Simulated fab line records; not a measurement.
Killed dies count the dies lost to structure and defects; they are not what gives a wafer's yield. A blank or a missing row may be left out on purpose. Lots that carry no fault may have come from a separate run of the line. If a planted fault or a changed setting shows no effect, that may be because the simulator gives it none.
Problem report, 8D (eight disciplines) form, completed by code + flow gf180mcu + the parts of the form that need people (team, actions taken, sign-off) are left out

1. THE ISSUE
dose_ions_cm2 at GF_HV_LDD_IMPLANT_35 reads a mean of 7.9e+12 on 6 wafers of 2 lots; wafers without a fault read 7.5e+12 with a standard deviation of 7.6e+09. Relative to the usual mean, that is a shift of +48 standard deviations.
First seen on wafer L400.1, day 16 20:35, on implanter-04. At this step, 18 wafers from 6 lots have a number in the record. Rule for "out" (also "out of limits"): further than 4 standard deviations from the usual mean. The other wafers with a number count as sound.

2. WHAT IT IS; WHAT IT IS NOT
| question                    | is                     | is not                                                                   |
|-----------------------------|------------------------|--------------------------------------------------------------------------|
| which readings at this step | dose_ions_cm2          | end_station_pressure_torr                                                |
| which lots                  | L400, L402             | L385, L392, L401, L407                                                   |
| which wafers of those lots  | all that have a number | -                                                                        |
| read on which tools         | implanter-04           | implanter-03                                                             |
| when                        | from day 16 20:35      | up to then (6 sound wafers); but 6 sound wafers of L401, L407 came after |

3. SUSPECTS, AND WHAT RULES EACH OUT
Counting: a tool at any process step up to the reading remains a suspect when it ran all the lots that are out and ran no sound lot after the first of those.
- implanter-04 at GF_HV_LDD_IMPLANT_35: kept. It ran every lot that is out, first L400 (day 16 20:35), and no sound lot after that; its last sound lot up to then is L385 (day 11 20:16). Out on those wafers are its own readings of dose_ions_cm2.
Left after counting: implanter-04 at GF_HV_LDD_IMPLANT_35.

4. THE CAUSE (what the simulator had put in)
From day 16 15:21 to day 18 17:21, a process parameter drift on implanter-04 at GF_HV_LDD_IMPLANT_35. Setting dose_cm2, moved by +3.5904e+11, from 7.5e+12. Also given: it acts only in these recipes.
Only this tool survived the counting.

5. SEQUENCE OF EFFECTS, ordered by route
Each row: a reading where the mean over the struck wafers with a number is more than 3 standard deviations away from the usual. Readings are gone through only where the record gives a usual standard deviation; hours: the median, over the lots, of the time from a lot's start at the first step in this table giving one to that lot's start at this step; sigmas: the change measured in usual standard deviations.
| hours | step                 | reading       | usual   | on struck wafers | change   | sigmas |
|-------|----------------------|---------------|---------|------------------|----------|--------|
| 0     | GF_HV_LDD_IMPLANT_35 | dose_ions_cm2 | 7.5e+12 | 7.9e+12          | +3.6e+11 | +48    |
Its process steps:
- GF_HV_LDD_IMPLANT_35

6. WHAT WOULD HAVE CAUGHT IT SOONER
First out-of-limits reading in this record: day 16 20:35, which is 5 hours after fault onset at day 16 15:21.
